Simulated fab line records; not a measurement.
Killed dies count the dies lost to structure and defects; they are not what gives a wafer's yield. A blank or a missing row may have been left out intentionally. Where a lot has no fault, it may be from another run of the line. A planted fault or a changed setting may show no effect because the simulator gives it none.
fab line records	flow gf180mcu
record lots=6	wafers=18	lastDay=34
route steps=602 shown V1@351 M2@362
lots that met no fault: from a run of the same line without faults
startH: start of the lot's first displayed wafer, in hours after the record's first day	waitH: how many hours have passed since the lot's step before this one	" the same as in the row above	L1.1+2: one row covering several wafers at once	- value missing, or start not given	* or withheld: withheld	< > ~ a bound
route shown NAME@n: a module of which the file shows steps, and the number in the route of the first	usual: the fault-free wafers' mean and standard deviation	same: alike in all rows	chamber/n: place in a boat	sites: readings site by site	_std_site: their standard deviation	_edge_site: inner sites' mean taken away from outer sites' mean	radiusMm: how far each site lies from the wafer's centre	mask NAME#n: copy n	behind: the tool/chamber that last shaped the wafer	hold: what put the lot on hold/how long, in hours/how the hold closed	device: names the non-switching transistor (n, p or np)	end of line: the tests these same wafers got at the end of their route	a step with no rows: only its recipe	killed: count of dies lost to structure and defects at first sort (not the wafer's yield)	map: dies across one wafer; x = killed, . = not, _ = none there
set.NAME: the setting as run; set.NAME@STEP: as run at that earlier step	model.NAME: the simulator's own value behind a step, which no gauge read
a table for each step, a row for each wafer; lots at some steps of the route
services: when a tool's chamber went out of use (startH, in hours from the record's first day, below 0 if earlier), for how many hours, and the reason
## steps
# step GF_V1_ETCH_16
# recipe chemistry=N2/H2	targetDepthA=withheld	overetchA=withheld	timeS=withheld	target=BARC	ionEnergyEv=200	sourceW=500	biasW=100	pressureMtorr=30	n2FlowSccm=100	h2FlowSccm=200
# usual biasW=100.01/0.29	drypumpMotorCurrentA=5.7/0.37	oesProductAu=0.854/0.0047	throttleValvePct=13.224/0.0087
lot.wafer	tool	chamber	startH	waitH	biasW	drypumpMotorCurrentA	oesProductAu	throttleValvePct
L863.2	rieDiel-01	1	457.41	0.0	99.78	5.7	0.851	13.230
L863.4	"	2	"	"	100.03	5.6	0.848	13.219
L863.5	"	2	"	"	99.66	5.6	0.858	13.230
L864.1	rieDiel-01	2	466.73	0.0	99.67	5.5	0.857	13.217
L864.3	"	3	"	"	100.54	5.4	0.845	13.209
L864.4	"	0	"	"	100.20	5.9	0.857	13.231
L875.1	rieDiel-03	1	562.23	0.0	99.75	5.3	0.851	13.238
L875.2	"	2	"	"	99.88	5.5	0.858	13.218
L875.4	"	3	"	"	100.04	5.9	0.860	13.226
L876.1	rieDiel-01	2	568.61	0.0	100.57	5.6	0.854	13.249
L876.2	"	1	"	"	100.24	5.7	0.859	13.225
L876.5	"	2	"	"	100.37	5.6	0.857	13.216
L880.1	rieDiel-03	3	598.12	0.0	99.93	5.9	0.851	13.215
L880.3	"	0	"	"	100.41	6.6	0.848	13.235
L880.6	"	3	"	"	100.04	5.9	0.842	13.213
L881.4	rieDiel-01	1	602.86	0.0	99.51	5.7	0.849	13.226
L881.5	"	3	"	"	99.90	5.4	0.859	13.244
L881.6	"	0	"	"	99.92	5.9	0.855	13.230
# step GF_V1_ETCH_17
# recipe chemistry=C4F8/O2/Ar	maskMaterial=KrF	target=SiO2	stopOn=TiN	sourceW=1500	biasW=1200	pressureMtorr=40	c4f8FlowSccm=withheld	O2_flow_sccm=6	Ar_flow_sccm=300	timeS=withheld	targetDepthA=6300
# step GF_V1_STRIP_18
# recipe chemistry=O2/N2	powerW=1400	pressureMtorr=1500	platenTempC=250	o2FlowSccm=3000	n2FlowSccm=300	overashFraction=0.5
# step GF_V1_STRIP_19
# recipe chemistry=postEtchResidueRemover	timeS=1200	tempC=72.5
# step GF_V1_CLEAN_20
# recipe chemistry=DIW	dry=n2Spin
# step GF_V1_SPUTTER_21
# recipe material=Ti	targetThkNm=15	chamberPressurePa=5	powerW=2500	substrateTempC=200	timeS=80.02
# step GF_V1_SPUTTER_22
# recipe material=TiN	targetThkNm=10	chamberPressurePa=5	powerW=4000	timeS=40
# usual cathodeDcPowerW=4000.1/0.74	chamberPressurePa=5.002/0.01	throttleValvePct=29.5/0.95
lot.wafer	tool	chamber	startH	waitH	cathodeDcPowerW	chamberPressurePa	throttleValvePct
L863.2	pvdSputter-03	-	458.29	0.0	4000.7	5.008	28.9
L863.4	"	-	"	"	4000.8	5.007	30.3
L863.5	"	-	"	"	4000.5	4.992	28.7
L864.1	pvdSputter-02	-	467.45	0.0	4000.2	5.023	29.6
L864.3	"	-	"	"	4000.4	5.011	29.0
L864.4	"	-	"	"	3999.9	5.009	29.6
L875.1	pvdSputter-04	-	562.98	0.0	3999.7	5.010	29.9
L875.2	"	-	"	"	4000.2	5.004	28.9
L875.4	"	-	"	"	3999.3	5.010	28.3
L876.1	pvdSputter-04	-	569.34	0.0	3999.7	5.006	28.6
L876.2	"	-	"	"	4000.2	5.006	29.0
L876.5	"	-	"	"	4000.7	5.003	28.2
L880.1	pvdSputter-03	-	599.19	0.0	3999.9	5.000	31.0
L880.3	"	-	"	"	4000.0	4.994	28.6
L880.6	"	-	"	"	3999.5	5.021	30.7
L881.4	pvdSputter-03	-	603.92	0.0	3998.9	4.995	28.7
L881.5	"	-	"	"	3999.6	5.017	30.5
L881.6	"	-	"	"	4000.2	4.997	30.1
# step GF_V1_CVD_23
# recipe material=W	targetThkNm=350	timeS=105.05	tempC=400	pressureTorr=40
# step GF_V1_RS_MEAS_24
# recipe thkMeasGauge=four-point-probe	reads=W_of_V1_CVD_23+TiN_of_V1_SPUTTER_22+Ti_of_V1_SPUTTER_21
# usual V1_W_RS=0.328/0.0036
lot.wafer	tool	chamber	startH	waitH	V1_W_RS[ohm/sq]
L863.2	filmMetro-02	-	458.46	0.1	0.326
L863.4	"	-	"	"	0.330
L863.5	"	-	"	"	0.324
L864.1	filmMetro-02	-	467.60	0.1	0.330
L864.3	"	-	"	"	0.327
L864.4	"	-	"	"	0.328
L875.1	filmMetro-01	-	563.13	0.1	0.330
L875.2	"	-	"	"	0.332
L875.4	"	-	"	"	0.331
L876.1	filmMetro-02	-	569.49	0.1	0.329
L876.2	"	-	"	"	0.334
L876.5	"	-	"	"	0.333
L880.1	filmMetro-01	-	599.34	0.1	0.327
L880.3	"	-	"	"	0.324
L880.6	"	-	"	"	0.324
L881.4	filmMetro-02	-	604.13	0.1	0.326
L881.5	"	-	"	"	0.329
L881.6	"	-	"	"	0.326
# step GF_V1_THK_MEAS_25
# recipe thkMeasGauge=xrf	reads=W_of_V1_CVD_23
# usual V1_W_THK=353/4.6
lot.wafer	tool	chamber	startH	waitH	V1_W_THK[nm]
L863.2	filmMetro-02	-	458.57	0.1	356
L863.4	"	-	"	"	352
L863.5	"	-	"	"	358
L864.1	filmMetro-02	-	467.72	0.1	351
L864.3	"	-	"	"	354
L864.4	"	-	"	"	354
L875.1	filmMetro-01	-	563.25	0.1	352
L875.2	"	-	"	"	350
L875.4	"	-	"	"	351
L876.1	filmMetro-02	-	569.61	0.1	349
L876.2	"	-	"	"	344
L876.5	"	-	"	"	348
L880.1	filmMetro-01	-	599.46	0.1	355
L880.3	"	-	"	"	362
L880.6	"	-	"	"	360
L881.4	filmMetro-02	-	604.22	0.1	354
L881.5	"	-	"	"	349
L881.6	"	-	"	"	356
# step GF_V1_CMP_26
# recipe stopOn=SiO2	downForcePsi=3.5	platenRpm=60	tOverpolishS=15	targetThkNm=0	padVelocityMS=0.94248
# usual headPressurePsi=3.500/0.0076	motorCurrentA=11.4/1.1	overpolishRunS=14.999/0.0098	timeToEndpointS=82.4/2.9
lot.wafer	tool	chamber	startH	waitH	headPressurePsi	motorCurrentA	overpolishRunS	timeToEndpointS
L863.4	cmp-01	1	458.62	0.0	3.492	13.5	14.998	84.0
L863.2	"	3	"	"	3.505	11.6	14.989	80.1
L863.5	"	2	"	"	3.506	11.8	14.989	85.5
L864.4	cmp-01	0	468.21	0.4	3.500	12.9	15.008	83.6
L864.3	"	1	"	"	3.488	13.1	14.999	85.4
L864.1	"	2	"	"	3.498	11.2	15.008	83.8
L875.2	cmp-01	0	563.36	0.1	3.500	13.0	15.002	78.0
L875.4	"	1	"	"	3.501	13.3	15.000	80.9
L875.1	"	2	"	"	3.482	12.1	15.000	80.3
L876.1	cmp-02	0	569.67	0.1	3.508	10.0	14.987	84.9
L876.2	"	1	"	"	3.508	11.6	14.983	80.6
L876.5	"	1	"	"	3.503	11.1	15.021	80.0
L880.3	cmp-02	2	599.57	0.1	3.503	11.5	14.993	83.2
L880.1	"	3	"	"	3.503	9.6	15.013	84.2
L880.6	"	1	"	"	3.503	11.9	14.999	81.5
L881.4	cmp-02	1	604.35	0.1	3.506	11.3	14.988	81.3
L881.5	"	3	"	"	3.498	10.1	14.994	87.7
L881.6	"	0	"	"	3.486	9.6	14.987	82.2
# step GF_M2_SPUTTER_00
# recipe material=Ti	targetThkNm=37.5	arrivingIonEnergyEv=80	substrateTempC=200	chamberPressurePa=2	powerW=4000	timeS=150
# step GF_M2_SPUTTER_01
# recipe material=TiN	targetThkNm=30	powerW=6500	timeS=25	chamberPressurePa=0.4
# usual cathodeDcPowerW=6500.0/1.2	chamberPressurePa=0.3998/0.00078	throttleValvePct=30.2/1.1
lot.wafer	tool	chamber	startH	waitH	cathodeDcPowerW	chamberPressurePa	throttleValvePct
L863.2	pvdSputter-01	-	459.02	0.1	-	-	-
L863.4	"	-	"	"	-	-	-
L863.5	"	-	"	"	-	-	-
L864.1	pvdSputter-02	-	468.61	0.1	-	-	-
L864.3	"	-	"	"	-	-	-
L864.4	"	-	"	"	-	-	-
L875.1	pvdSputter-01	-	563.71	0.1	6499.2	0.4015	29.3
L875.2	"	-	"	"	6500.3	0.4000	30.5
L875.4	"	-	"	"	6499.1	0.4009	31.4
L876.1	pvdSputter-01	-	570.07	0.1	6499.0	0.4006	31.2
L876.2	"	-	"	"	6499.1	0.4008	30.5
L876.5	"	-	"	"	6498.8	0.4002	29.2
L880.1	pvdSputter-01	-	599.92	0.1	6500.3	0.3998	29.2
L880.3	"	-	"	"	6498.1	0.3981	30.7
L880.6	"	-	"	"	6500.1	0.3994	29.2
L881.4	pvdSputter-01	-	604.65	0.1	6500.2	0.3996	29.4
L881.5	"	-	"	"	6499.6	0.4008	30.8
L881.6	"	-	"	"	6499.9	0.4008	31.0
# step GF_M2_SPUTTER_02
# recipe material=AlCu	targetThkNm=450	powerW=10600	timeS=23.9	chamberPressurePa=0.4
# step GF_M2_SPUTTER_03
# recipe material=Ti	targetThkNm=10	substrateTempC=300	chamberPressurePa=0.3	powerW=3000	timeS=6.7
# step GF_M2_SPUTTER_04
# recipe material=TiN	targetThkNm=50	powerW=6500	timeS=41.7	chamberPressurePa=0.4
# usual cathodeDcPowerW=6500.0/1.2	chamberPressurePa=0.3999/0.00072	throttleValvePct=30.2/1.1
lot.wafer	tool	chamber	startH	waitH	cathodeDcPowerW	chamberPressurePa	throttleValvePct
L863.2	pvdSputter-01	-	459.10	0.0	6500.3	0.3995	31.5
L863.4	"	-	"	"	6499.7	0.4002	30.7
L863.5	"	-	"	"	6499.6	0.4003	31.1
L864.1	pvdSputter-02	-	468.69	0.0	6500.8	0.4004	30.0
L864.3	"	-	"	"	6499.8	0.3996	31.7
L864.4	"	-	"	"	6500.1	0.3991	29.1
L875.1	pvdSputter-01	-	563.79	0.0	6499.4	0.4006	29.3
L875.2	"	-	"	"	6499.6	0.3991	30.9
L875.4	"	-	"	"	6501.7	0.3999	31.0
L876.1	pvdSputter-01	-	570.15	0.0	6498.5	0.3993	31.2
L876.2	"	-	"	"	6498.7	0.3997	30.9
L876.5	"	-	"	"	6499.9	0.3987	29.3
L880.1	pvdSputter-01	-	600.00	0.0	6501.0	0.3988	29.2
L880.3	"	-	"	"	6498.9	0.3993	30.7
L880.6	"	-	"	"	6500.3	0.3990	29.2
L881.4	pvdSputter-01	-	604.73	0.0	6499.7	0.4000	29.2
L881.5	"	-	"	"	6499.1	0.3993	30.8
L881.6	"	-	"	"	6500.6	0.4003	31.0
# step GF_M2_DEHYDRATE_07
# recipe tempC=200	timeS=60
# step GF_M2_HMDS_08
# recipe primeTimeS=60	primeTempC=120
# step GF_M2_COAT_09
# recipe resist=KrF	spinRpm=withheld	resistThkNm=980.4
# step GF_M2_SOFTBAKE_10
# recipe tempC=130	timeS=60	resist=KrF
# step GF_M2_EXPOSE_11
# recipe maskId=Metal2	targetCdNm=280	na=0.68	sourceShape=conventional	sigmaOuter=0.6	doseMj=28
# step GF_M2_PEB_12
# recipe pebTempC=135	pebTimeS=90	resist=KrF
# step GF_M2_DEVELOP_13
# recipe developTimeS=60	devTempC=21
# step GF_M2_CD_MEAS_14
# recipe targetCdNm=280
# usual cdNm=279.8/1.4
lot.wafer	tool	chamber	startH	waitH	cdNm
L863.2	cdSem-01	-	483.47	0.1	279.3
L863.4	"	-	"	"	279.2
L863.5	"	-	"	"	278.8
L864.1	cdSem-02	-	493.17	0.1	277.3
L864.3	"	-	"	"	277.8
L864.4	"	-	"	"	278.0
L875.1	cdSem-01	-	584.25	0.1	277.7
L875.2	"	-	"	"	278.0
L875.4	"	-	"	"	278.3
L876.1	cdSem-02	-	591.95	0.1	280.7
L876.2	"	-	"	"	281.2
L876.5	"	-	"	"	281.5
L880.1	cdSem-01	-	620.70	0.1	279.1
L880.3	"	-	"	"	278.4
L880.6	"	-	"	"	279.3
L881.4	cdSem-01	-	625.26	0.1	279.3
L881.5	"	-	"	"	280.4
L881.6	"	-	"	"	281.4
# step GF_M2_OVL_MEAS_15
# usual M2_OVL=-1/5.6
lot.wafer	tool	chamber	startH	waitH	M2_OVL[nm]
L863.2	overlay-01	-	483.58	0.1	-4
L863.4	"	-	"	"	-5
L863.5	"	-	"	"	-1
L864.1	overlay-01	-	493.29	0.1	-4
L864.3	"	-	"	"	-2
L864.4	"	-	"	"	2
L875.1	overlay-01	-	584.37	0.1	9
L875.2	"	-	"	"	4
L875.4	"	-	"	"	1
L876.1	overlay-02	-	592.07	0.1	-3
L876.2	"	-	"	"	0
L876.5	"	-	"	"	-6
L880.1	overlay-01	-	620.82	0.1	1
L880.3	"	-	"	"	-1
L880.6	"	-	"	"	-10
L881.4	overlay-02	-	625.34	0.1	-10
L881.5	"	-	"	"	1
L881.6	"	-	"	"	-3
# step GF_M2_METAL_ETCH_16
# recipe chemistry=Cl2/BCl3	maskMaterial=KrF	targetDepthNm=627.5	stopOn=SiO2	pressureMtorr=8	icpW=800	biasW=140	Cl2_flow_sccm=80	bcl3FlowSccm=40	timeS=104.6
# usual biasW=140.0/0.48	drypumpMotorCurrentA=5.8/0.64	oesProductAu=0.973/0.006	throttleValvePct=28.247/0.011
lot.wafer	tool	chamber	startH	waitH	biasW	drypumpMotorCurrentA	oesProductAu	rfHoursCounterH	throttleValvePct
L863.2	rieMetal-02	0	483.61	0.0	140.8	5.7	0.953	11	28.292
L863.4	"	1	"	"	140.4	6.4	0.956	-	28.262
L863.5	"	0	"	"	140.4	5.7	0.958	-	28.272
L864.1	rieMetal-03	1	493.33	0.0	139.2	5.2	0.955	3	28.257
L864.3	"	1	"	"	138.8	5.2	0.955	-	28.268
L864.4	"	0	"	"	140.6	4.8	0.943	-	28.272
L875.1	rieMetal-03	1	584.40	0.0	139.5	5.2	0.966	6	28.254
L875.2	"	0	"	"	140.1	4.9	0.982	9	28.248
L875.4	"	1	"	"	139.6	5.2	0.983	-	28.236
L876.1	rieMetal-03	0	592.11	0.0	140.2	4.8	0.974	9	28.254
L876.2	"	1	"	"	140.1	5.2	0.979	6	28.256
L876.5	"	0	"	"	140.9	4.8	0.963	-	28.266
L880.1	rieMetal-04	1	620.85	0.0	140.9	6.7	0.970	4	28.239
L880.3	"	1	"	"	140.9	6.7	0.970	-	28.246
L880.6	"	1	"	"	140.2	6.7	0.968	-	28.246
L881.4	rieMetal-04	1	625.39	0.0	139.6	6.7	0.977	-	28.248
L881.5	"	1	"	"	139.7	6.6	0.972	-	28.265
L881.6	"	0	"	"	140.2	5.9	0.972	-	28.234
# step GF_M2_STRIP_17
# recipe chemistry=O2/N2	powerW=1400	pressureMtorr=1500	platenTempC=250	o2FlowSccm=3000	n2FlowSccm=300	overashFraction=0.5
# usual drypumpMotorCurrentA=5.34/0.29	heaterPowerW=344/50	o2FlowSccm=3001/7.9	oesProductAu=0.549/0.0048	stripTimeToEndpointS=7.67/0.033
lot.wafer	tool	chamber	startH	waitH	drypumpMotorCurrentA	heaterPowerW	o2FlowSccm	oesProductAu	rfHoursCounterH	stripTimeToEndpointS
L863.2	plasmaAsher-04	0	483.72	0.1	5.59	343	3014	0.550	69	7.72
L863.4	"	1	"	"	4.85	323	3011	0.557	-	7.74
L863.5	"	0	"	"	5.60	345	3005	0.547	-	7.75
L864.1	plasmaAsher-01	0	493.44	0.1	5.40	337	3000	0.557	38	7.68
L864.3	"	0	"	"	5.40	326	2995	0.545	-	7.68
L864.4	"	1	"	"	5.14	357	2999	0.553	-	7.69
L875.1	plasmaAsher-04	1	584.52	0.1	4.84	323	2996	0.554	79	7.69
L875.2	"	0	"	"	5.63	341	3015	0.549	79	7.65
L875.4	"	1	"	"	4.81	321	3009	0.541	-	7.63
L876.1	plasmaAsher-03	0	592.22	0.1	5.45	437	2991	0.552	17	7.66
L876.2	"	1	"	"	5.65	274	3003	0.551	17	7.68
L876.5	"	0	"	"	5.46	428	3004	0.547	-	7.70
L880.1	plasmaAsher-04	1	620.97	0.1	4.86	321	3006	0.549	82	7.71
L880.3	"	1	"	"	4.82	329	2987	0.549	-	7.72
L880.6	"	0	"	"	5.59	334	2993	0.554	-	7.73
L881.4	plasmaAsher-04	1	625.50	0.1	4.87	329	3014	0.551	-	7.67
L881.5	"	0	"	"	5.59	336	2986	0.545	-	7.63
L881.6	"	1	"	"	4.83	320	3001	0.555	-	7.67
## services
tool	chamber	startH	hours	kind
cmp-01	-	442.48	1.3	repair
pvdSputter-03	-	447.84	1.0	repair
pvdSputter-01	-	459.41	4.9	repair
cmp-01	-	461.97	1.0	repair
cmp-02	-	462.49	6.4	repair
pvdSputter-03	-	478.07	1.4	repair
rieDiel-01	-	483.47	17.3	repair
pvdSputter-01	-	514.62	1.9	repair
cmp-02	-	521.10	0.5	repair
rieDiel-01	1	527.00	32.6	repair
pvdSputter-02	-	540.59	3.0	repair
pvdSputter-03	-	543.73	5.9	repair
rieDiel-01	0	554.50	4.9	repair
rieDiel-01	3	565.13	5.8	repair
cmp-02	-	572.05	4.0	pm
pvdSputter-02	-	578.17	2.2	repair
rieDiel-01	1	580.11	4.4	repair
cmp-02	-	580.58	2.2	repair
cmp-01	-	586.34	1.1	repair
pvdSputter-01	-	596.98	2.5	repair
pvdSputter-02	-	597.46	14.0	repair
plasmaAsher-04	-	599.39	15.6	pm
cmp-02	-	604.88	1.7	repair
rieDiel-01	0	620.30	9.3	repair
## key
firstSign step=GF_M2_SPUTTER_01	reading=toolRecord	direction=missing
effect step=GF_M2_METAL_ETCH_16	reading=oesProductAu	direction=down	sigmas=3.3	usual=0.973	struck=0.953
metAt GF_M2_SPUTTER_01
struckWafers L863.2,L863.4,L863.5,L864.1,L864.3,L864.4
laterRowsLeftOut L863.2,L863.4,L863.5,L864.1,L864.3,L864.4
sortLeftOut L863.2,L863.4,L863.5,L864.1,L864.3,L864.4
fault kind=skippedStepWhole	tool=pvdSputter-01,pvdSputter-02	chamber=-	onsetH=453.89	steps=GF_M2_SPUTTER_01	scope=struckLotsOnly
# sortLeftOut: the simulated sort isn't trusted on such a fault, so these wafers' sort isn't shown, and their yield isn't known
# laterRowsLeftOut: the simulator's readings of these wafers behind a module that went badly wrong aren't trusted and aren't shown, but for the sort
